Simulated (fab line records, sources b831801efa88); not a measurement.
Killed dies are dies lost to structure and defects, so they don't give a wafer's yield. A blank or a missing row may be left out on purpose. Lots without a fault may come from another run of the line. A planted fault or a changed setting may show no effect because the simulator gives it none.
Which tool did it? | flow gf180mcu | 12 lots, 36 wafers sampled, at 1 step of a route of 602

WHAT THE GAUGES READ, wafer by wafer
GF_V1_CD_MEAS_14: target cd 260 nm.
lot  | measured     | on        | cd_nm (nm)
L075 | day 18 11:28 | cd_sem-02 | 260.4 260.3 259.8
L077 | day 18 19:34 | cd_sem-01 | 261.4 262.8 262.6
L079 | day 19 21:23 | cd_sem-02 | 260.6 259.2 258.9
L081 | day 20 18:44 | cd_sem-02 | 256.3 259.1 257.3
L083 | day 21 11:56 | cd_sem-02 | 260.1 261.5 260.0
L085 | day 22 14:52 | cd_sem-01 | 259.3 259.9 260.2
L087 | day 22 22:41 | cd_sem-01 | 260.7 259.4 261.1
L089 | day 23 19:41 | cd_sem-01 | 258.6 258.9 258.9
L091 | day 24 09:08 | cd_sem-01 | 257.5 258.7 258.3
L093 | day 24 21:54 | cd_sem-01 | 257.7 257.9 259.4
L095 | day 25 11:35 | cd_sem-02 | 261.0 260.8 260.4
L097 | day 26 02:08 | cd_sem-02 | 260.4 260.2 259.7

WHICH TOOL RAN EACH LOT (tool, then ch and the chambers of the sampled wafers, then the start)
The record holds no process step before these readings.

THE ANSWER, worked out from the rows above alone
Rule: what is usual is taken from the lots themselves. Put in order of their means at a reading, lots are off if they are a third of the lots or fewer, leave a main group of 4 or more, and stand apart from it by a gap of 3 or more times the standard deviation of the main group's means; of several such gaps the widest counts. A main group whose means are all the same, to the digits that the tables above print for the reading, isn't used. A lot without any number at a reading at which 4 lots or more have one is off too. The other lots that the step has rows for count as sound.
No lot is off at any reading shown: from this, nothing can be told.

WHAT THE SIMULATOR HAD PUT IN
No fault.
